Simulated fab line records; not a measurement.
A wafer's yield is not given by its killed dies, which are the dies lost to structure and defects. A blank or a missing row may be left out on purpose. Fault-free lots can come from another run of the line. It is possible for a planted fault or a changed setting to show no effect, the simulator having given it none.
Struck lot and sound lot, side by side ; flow sfqLine ; 14 steps out of a route of 325
Sound: wafers L528.1, L528.2, L528.3. Struck: wafer L538.1 (left out: L538.4, L538.6 of the same lot, which were not struck); the cause appears at the end.
Order at every step that has rows: each side's tool, ch and its chambers, its first start. Under that, the readings that differ: sound wafers ; struck wafers ; difference of the means ; sigmas: that difference in standard deviations of wafers without a fault.
alike: readings with means less than 2 such deviations apart, plus words and numbers identical on both sides. not compared: withheld readings, readings lacking a value on some wafer, bounds such as >300 that could conceal the same value, and numbers that have no deviation in the record and whose values overlap.
Wherever a step has rows on one side only, a row that says differs or no value, or a row with sigmas, the two part there. Non-overlapping numbers with no deviation appear without sigmas and do not part them. A reading missing from all wafers of one side parts the sides only when that side holds two or more wafers.

SFQ_TRILAYER_JJ_CE_BARC_OPEN_RIE_150: chemistry O2, target BARC, target depth 240 nm, time 80 s.
  sound on rieMetal-01 ch 0,1, day 61 22:38; struck on rieMetal-03 ch 1, day 68 17:47
  alike: drypumpMotorCurrentA, oesProductAu
  not compared: rfHoursCounterH
SFQ_TRILAYER_JJ_CE_ETCH_RIE_118: chemistry SF6, target Nb, stops on Al2O3, time 97.7 s, target depth 170 nm.
  sound on rieMetal-01 ch 0,1, day 61 22:43; struck on rieMetal-03 ch 1, day 68 17:53
  alike: drypumpMotorCurrentA, oesProductAu
  not compared: rfHoursCounterH
next, for these wafers, 1 step has no rows: SFQ_TRILAYER_JJ_ANODIZE_ANODIZE_119.
SFQ_TRILAYER_JJ_CE_STRIP_STRIP_120: strips in O2.
  sound on rieMetal-03 ch 0,1, day 61 23:20; struck on rieMetal-04 ch 0, day 68 18:29
  alike: drypumpMotorCurrentA, oesProductAu
  not compared: rfHoursCounterH
then, 7 steps without rows for these wafers: SFQ_TRILAYER_JJ_CE_STRIP_SOLV_CLEAN_121 (cleans in NMP, time 600 s); SFQ_TRILAYER_M5_LITHO_COAT_128 (resist thk 62 nm); SFQ_TRILAYER_M5_LITHO_COAT_123 (resist thk 600 nm); SFQ_TRILAYER_M5_LITHO_SOFTBAKE_127; SFQ_TRILAYER_M5_LITHO_EXPOSE_124 (exposes mask M5, target cd 700 nm); SFQ_TRILAYER_M5_LITHO_PEB_126 (peb time 60 s); SFQ_TRILAYER_M5_LITHO_DEVELOP_125 (time 60 s).
-- the record jumps here: 3 days lie between the struck wafers' starts before and after --
SFQ_M5_OVL_MEAS_932:
  struck on overlay-02, day 71 14:29; sound on overlay-02, day 66 10:56
  alike: M5_OVL
SFQ_TRILAYER_M5_BARC_OPEN_METAL_ETCH_161: etches BARC in O2, target depth 125 nm, time 41.7 s.
  sound on rieMetal-03 ch 0,1, day 66 10:59; struck on rieMetal-03 ch 1, day 71 14:31
reading;sound;struck;difference;sigmas
oesProductAu (a.u.);0.689 0.688 0.678;0.666;-0.019;-4
model.KrF_of_TRILAYER_M5_LITHO_COAT_123.thkNm (nm);523.2 522.3 521.4;521;-1;
  alike: drypumpMotorCurrentA
  not compared: rfHoursCounterH
SFQ_TRILAYER_M5_ETCH_METAL_ETCH_126: etches Nb in Cl2/BCl3, stops on SiO2, time 203.2 s, target depth 265 nm.
  sound on rieMetal-03 ch 0,1, day 66 11:02; struck on rieMetal-03 ch 1, day 71 14:35
  alike: drypumpMotorCurrentA, oesProductAu
  not compared: rfHoursCounterH

== WHERE THEY PART ==
SFQ_TRILAYER_M5_BARC_OPEN_METAL_ETCH_161 only, going by this record. Later steps at which nothing parts them and some readings are alike: SFQ_TRILAYER_M5_ETCH_METAL_ETCH_126.

WHY: what had been put in by the simulator
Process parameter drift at SFQ_TRILAYER_M5_BARC_OPEN_METAL_ETCH_161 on rieMetal-03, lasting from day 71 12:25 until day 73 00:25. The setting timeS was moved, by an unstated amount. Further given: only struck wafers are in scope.
